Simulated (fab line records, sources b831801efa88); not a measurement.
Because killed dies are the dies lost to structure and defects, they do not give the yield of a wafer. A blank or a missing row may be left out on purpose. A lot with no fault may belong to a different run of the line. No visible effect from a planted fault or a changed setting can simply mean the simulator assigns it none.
One fault through the eyes of 2 desks :: flow gf180mcu :: numbers are kept per desk, each desk with only its own; the story behind them comes last

== DESK OF THE TOOL OWNER: pecvd-04 ==
The tool's own readings at GF_V1_CVD_02 (deposits SiO2 from TEOS, target thk 850 nm, time 94.851 s): means of the sampled wafers that have a number, for each lot that ran on this tool. A lot is out of limits, marked OUT, if its mean lies more than 4 standard deviations from the usual mean; the brackets give that distance.
Columns: A = heater_power_w at GF_V1_CVD_02, usual 656 W; B = rf_fwd_power_W at GF_V1_CVD_02, usual 596.3 W; C = run_length_s at GF_V1_CVD_02, usual 122.9 s
lot: L237
first seen here: day 17 18:34
A: 565
B: 596.4
C: 122.8

lot: L240
first seen here: day 18 20:41
A: 567
B: 598.0
C: 122.7

lot: L241
first seen here: day 19 01:26
A: 659
B: 597.2
C: 122.8

lot: L247
first seen here: day 21 08:41
A: 636
B: 597.2
C: 122.8

lot: L248
first seen here: day 21 14:34
A: 604
B: 598.9
C: 122.9

lot: L249
first seen here: day 22 05:21
A: 611
B: 594.9
C: 125.5 (+6.1) OUT

lot: L251
first seen here: day 22 16:09
A: 639
B: 597.1
C: 124.6
This desk finds L249 out of limits, L249 being first, at day 22 05:21 (run_length_s at GF_V1_CVD_02). Within limits: L237, L240, L241, L247, L248, L251.

== FROM THE METROLOGY DESK ==
Lot by lot, what the gauges showed, no matter which tool ran the lot: averages of those sampled wafers that carry a number. A lot is out of limits, marked OUT, if its mean lies more than 4 standard deviations from the usual mean; the brackets give that distance.
Columns: A = V1_CVD_02_THK at GF_V1_THK_MEAS_03, usual 850 nm
lot: L236
first seen here: day 17 04:53
A: 837

lot: L237
first seen here: day 17 18:39
A: 850

lot: L238
first seen here: day 18 00:15
A: 847

lot: L239
first seen here: day 18 11:45
A: 843

lot: L240
first seen here: day 18 20:45
A: 858

lot: L241
first seen here: day 19 01:31
A: 843

lot: L243
first seen here: day 19 21:43
A: 849

lot: L244
first seen here: day 20 02:05
A: 833

lot: L245
first seen here: day 20 14:37
A: 863

lot: L247
first seen here: day 21 08:46
A: 850

lot: L248
first seen here: day 21 14:38
A: 853

lot: L249
first seen here: day 22 05:26
A: 878

lot: L251
first seen here: day 22 16:13
A: 866

lot: L259
first seen here: day 25 12:29
A: 853
This desk's verdict: no lot among the 14 shows anything out of limits.

== BROUGHT TOGETHER ==
The tool owner's desk had the chance to raise an alarm at day 22 05:21 on L249.
Nothing out of limits was seen by the metrology desk.
The metrology desk holds a record of L249, inside its limits.
All the named lots went through GF_V1_CVD_02 on pecvd-04.

== WHAT THE SIMULATOR PUT IN ==
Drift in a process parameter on pecvd-04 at GF_V1_CVD_02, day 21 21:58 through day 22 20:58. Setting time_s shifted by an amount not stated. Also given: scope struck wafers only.
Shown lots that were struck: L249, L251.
How many hours passed from the start of the fault until each desk's first out-of-limits reading: the tool owner's desk, 7.
